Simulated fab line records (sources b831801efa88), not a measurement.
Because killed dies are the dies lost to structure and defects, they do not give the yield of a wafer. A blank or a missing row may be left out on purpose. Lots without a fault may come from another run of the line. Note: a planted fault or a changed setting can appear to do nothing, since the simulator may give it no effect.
Matching of chambers    flow gf180mcu    4 sister chambers for GF_V2_CMP_26 on cmp-02
The step polishes, stops on SiO2, t overpolish 15 s, target thk 0 nm. 8 wafers are shown with their chamber, then 9 later ones without.

== WAFERS PAIRED WITH THEIR CHAMBERS ==
wafer   chamber  motor-current-A (A)  overpolish-run-s (s)
L242.6  3        8.7                  15.014
L243.6  3        8.3                  14.990
L251.3  2        12.9                 14.997
L251.4  0        11.5                 14.990
L251.6  1        12.2                 15.016
L252.1  2        12.5                 14.997
L252.2  0        11.1                 15.008
L252.4  1        13.2                 15.011

== WAFERS MISSING THEIR CHAMBER ==
wafer   motor-current-A (A)  overpolish-run-s (s)
L253.2  10.6                 15.001
L253.5  12.8                 15.004
L253.6  8.8                  15.002
L254.2  12.6                 14.995
L254.3  8.9                  14.999
L254.4  12.1                 15.006
L255.3  12.2                 15.006
L255.5  8.5                  15.011
L255.6  10.4                 14.995

== WHICH CHAMBER EACH ONE RAN IN ==
wafer   from the rows above           in truth
L253.2  0                             0
L253.5  can't be placed: 2 or 1       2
L253.6  3                             3
L254.2  can't be placed: 2 or 1       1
L254.3  3                             3
L254.4  can't be placed: 1 or 2 or 0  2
L255.3  can't be placed: 1 or 2 or 0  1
L255.5  3                             3
L255.6  0                             0
Correct placement for 5 of the 9. Not placeable from these rows: 4 (in 4, the candidates include the true chamber). 0 placed wrongly.
How it was worked out, from the rows above alone: a wafer's distance from a chamber is the root of the sum, over the readings, of the square of ((its reading less the chamber's mean) divided by the reading's scatter). The wafer belongs to the nearest chamber; if the next one is less than 2 further off, it can't be placed. A chamber's mean is the mean of its shown wafers. The scatter: take each reading less its chamber's mean, square it, sum over the shown wafers, divide by the number of wafers less the number of chambers, and take the root.
